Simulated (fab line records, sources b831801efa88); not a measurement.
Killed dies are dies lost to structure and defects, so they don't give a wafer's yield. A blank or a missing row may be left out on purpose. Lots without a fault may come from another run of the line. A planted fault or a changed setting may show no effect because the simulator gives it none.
fab line records | flow gf180mcu
record lots=12 wafers=36 last_day=34
route steps=602 shown PSD@258 SAB@274 CONTACT@311 M1@329
lots that met no fault: from a run of the same line without faults
start_h: hours from the record's first day to the start of the lot's first wafer shown | wait_h: hours since the lot's step before | " the same as in the row above | L1.1+2: a row that stands for several wafers | - no value, or no start given | * or withheld: withheld | < > ~ a bound
route shown NAME@n: a module of which the file shows steps, and the number in the route of the first | usual: mean/standard deviation of fault-free wafers | same: alike in all rows | chamber/n: place in a boat | sites: the reading at each site | _std_site: their standard deviation | _edge_site: outer sites' mean less inner sites' | radius_mm: how far each site lies from the wafer's centre | mask NAME#n: copy n | behind: the tool/chamber that last shaped the wafer | hold: why the lot was held/for how many hours/how that ended | device: the transistor (n, p or np) that didn't switch | end of line: the same wafers' tests at the end of the route | a step without rows: its recipe alone | killed: dies lost to structure and defects at the first sort, not the wafer's yield | map: a wafer's dies, x killed, . not, _ none there
set.NAME: the setting as run; set.NAME@STEP: as run at that earlier step | model.NAME: the simulator's own value behind a step, which no gauge read
steps of the route over a sample of lots; a table a step, a row a wafer
services: from which hour (start_h, from the record's first day; less than 0 if before it) a tool's chamber was out of use, for how many hours, and why
## steps
# step GF_PSD_STRIP_10
# recipe chemistry=O2/N2 power_w=1400 pressure_mtorr=1500 platen_temp_c=250 o2_flow_sccm=3000 n2_flow_sccm=300 overash_fraction=0.5
# usual drypump_motor_current_A=5.7/0.47 heater_power_w=367/60 oes_product_au=0.592/0.005 platen_temp_c=249.95/0.17 strip_time_to_endpoint_s=16.54/0.039
# columns lot.wafer tool chamber start_h wait_h drypump_motor_current_A heater_power_w oes_product_au platen_temp_c rf_hours_counter_h strip_time_to_endpoint_s
L833.1 plasma_asher-02 0 320.68 0.1 5.9 477 0.590 249.93 23 16.61
L833.4 " 0 " " 6.0 475 0.588 250.12 - 16.58
L833.6 " 0 " " 5.9 464 0.591 250.31 - 16.63
L834.2 plasma_asher-03 1 326.58 0.1 5.8 329 0.595 249.82 55 16.52
L834.5 " 0 " " 6.3 356 0.601 250.04 - 16.49
L834.6 " 1 " " 5.7 309 0.589 249.80 - 16.51
L835.2 plasma_asher-03 1 337.58 0.1 5.8 316 0.591 250.01 57 16.50
L835.3 " 0 " " 6.3 350 0.592 249.93 - 16.49
L835.4 " 1 " " 5.8 325 0.582 249.84 - 16.49
L837.2 plasma_asher-02 0 353.98 0.1 6.0 492 0.588 249.96 26 16.47
L837.3 " 0 " " 6.0 485 0.588 250.02 - 16.48
L837.6 " 0 " " 6.0 474 0.585 249.98 - 16.49
L842.1 plasma_asher-03 0 394.98 0.1 6.2 341 0.585 250.02 65 16.51
L842.2 " 1 " " 5.7 323 0.582 249.83 65 16.50
L842.3 " 0 " " 6.2 353 0.598 249.89 - 16.47
L845.2 plasma_asher-03 0 415.13 0.1 6.3 356 0.584 249.88 67 16.59
L845.3 " 1 " " 5.8 321 0.593 249.82 - 16.60
L845.4 " 0 " " 6.2 348 0.590 250.05 - 16.59
L846.1 plasma_asher-02 0 425.23 0.1 6.0 474 0.586 249.81 37 16.52
L846.4 " 1 " " 4.9 342 0.585 249.83 - 16.55
L846.5 " 1 " " 4.9 349 0.593 249.83 - 16.51
L847.2 plasma_asher-03 1 431.48 0.1 5.8 323 0.592 249.89 70 16.52
L847.3 " 0 " " 6.2 351 0.604 250.27 - 16.52
L847.4 " 1 " " 5.8 316 0.593 250.29 - 16.51
L850.1 plasma_asher-01 1 460.18 0.1 5.3 351 0.595 250.09 3 16.52
L850.3 " 0 " " 5.7 304 0.597 250.12 - 16.50
L850.4 " 1 " " 5.3 351 0.592 250.13 - 16.53
L851.4 plasma_asher-02 1 471.01 0.1 4.9 349 0.583 250.00 - 16.57
L851.5 " 1 " " 4.9 339 0.597 249.94 - 16.57
L851.6 " 0 " " 6.0 495 0.592 250.16 - 16.55
L853.1 plasma_asher-03 1 494.38 0.1 5.8 312 0.591 249.99 76 16.58
L853.2 " 0 " " 6.3 349 0.595 249.62 76 16.57
L853.3 " 1 " " 5.8 319 0.589 250.01 - 16.59
L855.1 plasma_asher-02 1 505.78 0.1 4.9 344 0.596 249.80 45 16.57
L855.2 " 0 " " 6.0 471 0.597 249.44 45 16.52
L855.5 " 0 " " 6.0 482 0.589 249.33 - 16.55
# step GF_SAB_OVL_MEAS_10
# usual SAB_OVL=-0.8/1.4
# columns lot.wafer tool chamber start_h wait_h SAB_OVL[nm]
L833.1 overlay-02 - 342.29 0.1 0.6
L833.4 " - " " -0.2
L833.6 " - " " -0.6
L834.2 overlay-02 - 348.65 0.1 -2.8
L834.5 " - " " -1.9
L834.6 " - " " -3.4
L835.2 overlay-02 - 359.95 0.1 -0.6
L835.3 " - " " -0.4
L835.4 " - " " -0.2
L837.2 overlay-01 - 376.03 0.1 -2.4
L837.3 " - " " -0.9
L837.6 " - " " -1.8
L842.1 overlay-01 - 418.29 0.1 -0.7
L842.2 " - " " -2.2
L842.3 " - " " -2.0
L845.2 overlay-02 - 439.65 0.1 0.5
L845.3 " - " " -2.2
L845.4 " - " " -0.8
L846.1 overlay-01 - 449.47 0.1 -1.4
L846.4 " - " " -1.3
L846.5 " - " " 0.5
L847.2 overlay-01 - 455.32 0.1 -1.7
L847.3 " - " " -1.1
L847.4 " - " " -0.6
L850.1 overlay-02 - 484.00 0.1 0.3
L850.3 " - " " -0.9
L850.4 " - " " -2.9
L851.4 overlay-01 - 495.01 0.1 -2.1
L851.5 " - " " 0.0
L851.6 " - " " -2.1
L853.1 overlay-02 - 517.57 0.1 0.7
L853.2 " - " " 0.7
L853.3 " - " " 1.7
L855.1 overlay-01 - 528.75 0.1 -0.8
L855.2 " - " " -1.1
L855.5 " - " " -3.0
# step GF_CONTACT_CVD_24
# recipe material=W target_thk_nm=300 time_s=90.339 temp_c=400 pressure_torr=40
# usual heater_power_w=815/89
# same time_s=90.339
# columns lot.wafer tool chamber start_h wait_h heater_power_w
L833.1 cvd_w-01 1 366.56 0.0 742
L833.4 " 1 " " 723
L833.6 " 0 " " 947
L834.2 cvd_w-02 0 373.38 0.0 744
L834.5 " 0 " " 771
L834.6 " 1 " " 884
L835.2 cvd_w-01 0 384.81 0.0 928
L835.3 " 1 " " 750
L835.4 " 0 " " 948
L837.2 cvd_w-01 0 401.21 0.0 929
L837.3 " 1 " " 760
L837.6 " 1 " " 745
L842.1 cvd_w-01 0 445.16 0.0 933
L842.2 " 1 " " 754
L842.3 " 0 " " 962
L845.2 cvd_w-01 0 465.82 0.0 951
L845.3 " 1 " " 743
L845.4 " 0 " " 951
L846.1 cvd_w-01 0 475.78 0.0 945
L846.4 " 0 " " 947
L846.5 " 0 " " 942
L847.2 cvd_w-01 1 481.44 0.0 756
L847.3 " 0 " " 949
L847.4 " 1 " " 749
L850.1 cvd_w-02 1 509.39 0.0 832
L850.3 " 1 " " 837
L850.4 " 0 " " 709
L851.4 cvd_w-02 0 520.33 0.1 712
L851.5 " 1 " " 840
L851.6 " 0 " " 704
L853.1 cvd_w-02 1 542.17 0.0 833
L853.2 " 0 " " 717
L853.3 " 1 " " 836
L855.1 cvd_w-02 0 552.71 0.0 706
L855.2 " 1 " " 835
L855.5 " 1 " " 843
# step GF_CONTACT_RS_MEAS_25
# recipe thk_meas_gauge=four-point-probe reads=W_of_CONTACT_CVD_24+TiN_of_CONTACT_SPUTTER_23+Ti_of_CONTACT_SPUTTER_22
# usual CONTACT_W_RS=0.383/0.0041
# columns lot.wafer tool chamber start_h wait_h CONTACT_W_RS[ohm/sq]
L833.1 film_metro-04 - 366.66 0.1 0.383
L833.4 " - " " 0.380
L833.6 " - " " 0.378
L834.2 film_metro-04 - 373.50 0.1 0.382
L834.5 " - " " 0.386
L834.6 " - " " 0.383
L835.2 film_metro-04 - 384.93 0.1 0.373
L835.3 " - " " 0.380
L835.4 " - " " 0.371
L837.2 film_metro-04 - 401.33 0.1 0.377
L837.3 " - " " 0.383
L837.6 " - " " 0.382
L842.1 film_metro-01 - 445.26 0.1 0.436
L842.2 " - " " 0.382
L842.3 " - " " 0.443
L845.2 film_metro-01 - 465.94 0.1 0.447
L845.3 " - " " 0.381
L845.4 " - " " 0.438
L846.1 film_metro-04 - 475.88 0.1 0.441
L846.4 " - " " 0.442
L846.5 " - " " 0.439
L847.2 film_metro-03 - 481.56 0.1 0.384
L847.3 " - " " 0.441
L847.4 " - " " 0.380
L850.1 film_metro-03 - 509.49 0.1 0.385
L850.3 " - " " 0.383
L850.4 " - " " 0.379
L851.4 film_metro-03 - 520.46 0.1 0.390
L851.5 " - " " 0.387
L851.6 " - " " 0.382
L853.1 film_metro-03 - 542.27 0.1 0.384
L853.2 " - " " 0.384
L853.3 " - " " 0.384
L855.1 film_metro-01 - 552.81 0.1 0.378
L855.2 " - " " 0.384
L855.5 " - " " 0.380
# step GF_CONTACT_THK_MEAS_26
# recipe thk_meas_gauge=xrf reads=W_of_CONTACT_CVD_24
# usual CONTACT_W_THK=305/4
# columns lot.wafer tool chamber start_h wait_h CONTACT_W_THK[nm]
L833.1 film_metro-04 - 366.78 0.1 308
L833.4 " - " " 311
L833.6 " - " " 312
L834.2 film_metro-04 - 373.61 0.1 307
L834.5 " - " " 305
L834.6 " - " " 308
L835.2 film_metro-04 - 385.04 0.1 315
L835.3 " - " " 310
L835.4 " - " " 314
L837.2 film_metro-04 - 401.44 0.1 311
L837.3 " - " " 307
L837.6 " - " " 307
L842.1 film_metro-01 - 445.38 0.1 272
L842.2 " - " " 305
L842.3 " - " " 270
L845.2 film_metro-01 - 466.05 0.1 268
L845.3 " - " " 310
L845.4 " - " " 272
L846.1 film_metro-04 - 476.00 0.1 272
L846.4 " - " " 273
L846.5 " - " " 273
L847.2 film_metro-03 - 481.67 0.1 302
L847.3 " - " " 268
L847.4 " - " " 304
L850.1 film_metro-03 - 509.61 0.1 304
L850.3 " - " " 305
L850.4 " - " " 308
L851.4 film_metro-03 - 520.55 0.1 298
L851.5 " - " " 303
L851.6 " - " " 306
L853.1 film_metro-03 - 542.39 0.1 304
L853.2 " - " " 304
L853.3 " - " " 304
L855.1 film_metro-01 - 552.93 0.1 308
L855.2 " - " " 303
L855.5 " - " " 305
# step GF_M1_CD_MEAS_14
# recipe target_cd_nm=230
# usual cd_nm=230.1/1.2
# columns lot.wafer tool chamber start_h wait_h cd_nm
L833.1 cd_sem-02 - 389.88 0.1 228.8
L833.4 " - " " 228.1
L833.6 " - " " 227.3
L834.2 cd_sem-02 - 397.66 0.4 231.7
L834.5 " - " " 230.5
L834.6 " - " " 230.4
L835.2 cd_sem-01 - 409.02 0.1 229.6
L835.3 " - " " 230.3
L835.4 " - " " 231.1
L837.2 cd_sem-02 - 425.90 0.1 230.4
L837.3 " - " " 230.3
L837.6 " - " " 231.5
L842.1 cd_sem-02 - 470.27 0.1 231.3
L842.2 " - " " 229.8
L842.3 " - " " 230.9
L845.2 cd_sem-01 - 490.55 0.1 230.5
L845.3 " - " " 230.2
L845.4 " - " " 229.8
L846.1 cd_sem-02 - 499.93 0.1 229.3
L846.4 " - " " 228.3
L846.5 " - " " 229.3
L847.2 cd_sem-02 - 505.19 0.1 229.3
L847.3 " - " " 229.2
L847.4 " - " " 229.6
L850.1 cd_sem-01 - 533.02 0.1 230.9
L850.3 " - " " 231.0
L850.4 " - " " 231.1
L851.4 cd_sem-02 - 543.18 0.1 229.9
L851.5 " - " " 229.1
L851.6 " - " " 229.7
L853.1 cd_sem-02 - 565.52 0.1 228.2
L853.2 " - " " 228.5
L853.3 " - " " 229.7
L855.1 cd_sem-02 - 575.67 0.1 230.3
L855.2 " - " " 230.4
L855.5 " - " " 230.2
## services
# columns tool chamber start_h hours kind
cvd_w-01 0 302.26 4.6 repair
cvd_w-01 - 325.70 6.0 pm
cvd_w-02 - 332.87 9.5 repair
plasma_asher-02 - 333.69 15.6 pm
plasma_asher-03 - 365.83 1.2 repair
cvd_w-02 - 390.00 14.0 pm
cvd_w-02 0 390.00 14.0 vent_cycle
cvd_w-02 1 390.00 14.0 vent_cycle
cvd_w-02 0 404.00 - clean
cvd_w-02 1 404.00 - clean
plasma_asher-03 - 404.46 2.8 pm
plasma_asher-01 - 421.25 9.0 pm
plasma_asher-01 0 421.25 10.6 vent_cycle
plasma_asher-01 1 421.25 10.6 vent_cycle
plasma_asher-01 - 429.48 2.4 repair
plasma_asher-01 0 430.25 - clean
plasma_asher-01 1 430.25 - clean
plasma_asher-02 - 483.38 1.5 repair
cvd_w-01 1 496.70 4.4 repair
plasma_asher-02 - 537.99 14.6 pm
## key
first_sign step=GF_CONTACT_RS_MEAS_25 reading=CONTACT_W_RS direction=up sigmas=14 usual=0.383 struck=0.441
effect step=GF_CONTACT_THK_MEAS_26 reading=CONTACT_W_THK direction=down sigmas=8.5 usual=305 struck=271
met_at GF_CONTACT_CVD_24
struck_lots L842,L845,L846,L847
struck_wafers L842.1,L842.3,L845.2,L845.4,L846.1,L846.4,L846.5,L847.3
tester_left_out L842,L845,L846,L847
not_acting_at GF_PSD_STRIP_10,GF_SAB_OVL_MEAS_10,GF_M1_CD_MEAS_14
onset_between 401.21 445.16
fault kind=site_profile_drift tool=cvd_w-01 chamber=0 onset_h=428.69 steps=GF_CONTACT_CVD_24 basis=fraction max_abs_drift=0.25086 slope_share_per_hr=55.747 site_pattern=0,0,0,0,0,-1,-1,-1,-1
# tester_left_out: of these lots the tester's yield and bins aren't shown, on N5 and GAA mostly nor the transistor test; their killed dies are dies lost to structure and defects alone, not to doping, threshold or leakage, so they don't give the yield
